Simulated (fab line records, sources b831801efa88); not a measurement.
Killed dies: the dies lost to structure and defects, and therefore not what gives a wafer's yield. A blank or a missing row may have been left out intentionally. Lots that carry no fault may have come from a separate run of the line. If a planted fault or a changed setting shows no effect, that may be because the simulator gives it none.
Tool commonality check + flow gf180mcu + 12 lots, 36 wafers sampled

WHAT PROMPTED THE OPENING
At GF_V4_THK_MEAS_01 the reading V4_CVD_00_THK is flagged on 2 of 12 lots. No-fault wafers: 603 nm, standard deviation 7.7.
Rule: a lot gets a flag if all its wafers with a number sit over 4 standard deviations from that mean, or if no wafer of it has a number. As for the other lots, they are considered sound.

| lot  | measured     | on            | V4_CVD_00_THK (nm), wafer by wafer | flag    |
|------|--------------|---------------|------------------------------------|---------|
| L597 | day 23 08:34 | film_metro-04 | 610 615 611                        |         |
| L599 | day 24 00:23 | film_metro-04 | 602 603 605                        |         |
| L601 | day 24 19:47 | film_metro-02 | 593 603 601                        |         |
| L603 | day 25 13:11 | film_metro-02 | 590 588 594                        |         |
| L605 | day 26 02:23 | film_metro-04 | 591 584 594                        |         |
| L606 | day 26 08:56 | film_metro-04 | 607 605 595                        |         |
| L609 | day 27 11:09 | film_metro-04 | 606 595 606                        |         |
| L610 | day 27 17:12 | film_metro-02 | 620 616 611                        |         |
| L615 | day 29 09:32 | film_metro-02 | 597 607 605                        |         |
| L617 | day 30 04:10 | film_metro-03 | 913 904 911                        | FLAGGED |
| L619 | day 30 07:49 | film_metro-02 | 901 905 897                        | FLAGGED |
| L620 | day 30 13:18 | film_metro-03 | 607 595 617                        |         |
On average the flagged lots' numbers are 905 nm, which is +302 nm against the usual, or +39 standard deviations.

WHICH TOOL EACH LOT WENT THROUGH
Before the reading, the record contains 3 process steps out of a 602-step route. Cell contents, in order: the tool; ch with the chambers the sampled wafers went through; the start.
| lot  | flag    | GF_V3_SPUTTER_22             | GF_M4_SPUTTER_03             | GF_V4_CVD_00                     |
|------|---------|------------------------------|------------------------------|----------------------------------|
| L597 |         | pvd_sputter-04, day 22 07:33 | pvd_sputter-01, day 22 08:21 | hdpcvd-01 ch 1,2, day 23 08:27   |
| L599 |         | pvd_sputter-04, day 22 23:58 | pvd_sputter-01, day 23 00:46 | hdpcvd-01 ch 0,2, day 24 00:19   |
| L601 |         | pvd_sputter-03, day 23 20:04 | pvd_sputter-04, day 23 20:52 | hdpcvd-02 ch 0,2, day 24 19:42   |
| L603 |         | pvd_sputter-02, day 24 14:13 | pvd_sputter-04, day 24 15:01 | hdpcvd-01 ch 0,2, day 25 13:07   |
| L605 |         | pvd_sputter-04, day 25 03:23 | pvd_sputter-04, day 25 04:10 | hdpcvd-02 ch 1,2, day 26 02:19   |
| L606 |         | pvd_sputter-04, day 25 10:50 | pvd_sputter-03, day 25 11:37 | hdpcvd-01 ch 0,1,2, day 26 08:51 |
| L609 |         | pvd_sputter-04, day 26 12:23 | pvd_sputter-01, day 26 13:11 | hdpcvd-02 ch 0,2, day 27 11:05   |
| L610 |         | pvd_sputter-02, day 26 18:50 | pvd_sputter-01, day 26 19:37 | hdpcvd-01 ch 1,2, day 27 17:08   |
| L615 |         | pvd_sputter-02, day 28 12:35 | pvd_sputter-04, day 28 13:22 | hdpcvd-01 ch 0,2, day 29 09:27   |
| L617 | FLAGGED | pvd_sputter-02, day 29 07:44 | pvd_sputter-04, day 29 08:32 | hdpcvd-01 ch 1,2, day 30 04:06   |
| L619 | FLAGGED | pvd_sputter-03, day 29 11:05 | pvd_sputter-04, day 29 11:52 | hdpcvd-01 ch 0,2, day 30 07:44   |
| L620 |         | pvd_sputter-04, day 29 17:32 | pvd_sputter-01, day 29 18:20 | hdpcvd-02 ch 1,2, day 30 13:13   |
These steps, and what they do:
- GF_V3_SPUTTER_22: material TiN, target thk 10 nm, time 40 s.
- GF_M4_SPUTTER_03: material Ti, target thk 10 nm, time 6.7 s.
- GF_V4_CVD_00: deposits SiO2, target thk 600 nm, time 100 s.
- GF_V4_THK_MEAS_01

FLAGGED AGAINST TOTAL, ONE TOOL AT A TIME (gauges that did the reading follow at the end)
| step              | tool           | lots run | flagged | share of the flagged lots | sound lots run after its first flagged lot |
|-------------------|----------------|----------|---------|---------------------------|--------------------------------------------|
| GF_V3_SPUTTER_22  | pvd_sputter-02 | 4        | 1       | some                      | 0                                          |
| GF_V3_SPUTTER_22  | pvd_sputter-03 | 2        | 1       | some                      | 0                                          |
| GF_V3_SPUTTER_22  | pvd_sputter-04 | 6        | 0       | none                      | -                                          |
| GF_M4_SPUTTER_03  | pvd_sputter-01 | 5        | 0       | none                      | -                                          |
| GF_M4_SPUTTER_03  | pvd_sputter-03 | 1        | 0       | none                      | -                                          |
| GF_M4_SPUTTER_03  | pvd_sputter-04 | 6        | 2       | all                       | 0                                          |
| GF_V4_CVD_00      | hdpcvd-01      | 8        | 2       | all                       | 0                                          |
| GF_V4_CVD_00      | hdpcvd-02      | 4        | 0       | none                      | -                                          |
| GF_V4_THK_MEAS_01 | film_metro-02  | 5        | 1       | some                      | 0                                          |
| GF_V4_THK_MEAS_01 | film_metro-03  | 2        | 1       | some                      | 1 (L620)                                   |
| GF_V4_THK_MEAS_01 | film_metro-04  | 5        | 0       | none                      | -                                          |

WHAT THE TABLE ALLOWS
pvd_sputter-04 at GF_M4_SPUTTER_03 and hdpcvd-01 at GF_V4_CVD_00 are the 2 rows of the table that ran each flagged lot.
- pvd_sputter-04 at GF_M4_SPUTTER_03 ran 6 lots, 2 of them flagged. Its last sound lot is L615 (day 28 13:22), its first flagged lot L617 (day 29 08:32): a fault that began between those two fits.
- hdpcvd-01 at GF_V4_CVD_00 ran 8 lots, 2 of them flagged. Its last sound lot is L615 (day 29 09:27), its first flagged lot L617 (day 30 04:06): a fault that began between those two fits. Its own readings lie more than 4 standard deviations out on every wafer of the flagged lots: sih4_flow_sccm.
These 2 tools cannot be told apart by counting lots, since each of them fits a fault that started at some hour. More lots, or a look at what each step does to the wafer, might.

WHAT HAD BEEN PUT IN BY THE SIMULATOR
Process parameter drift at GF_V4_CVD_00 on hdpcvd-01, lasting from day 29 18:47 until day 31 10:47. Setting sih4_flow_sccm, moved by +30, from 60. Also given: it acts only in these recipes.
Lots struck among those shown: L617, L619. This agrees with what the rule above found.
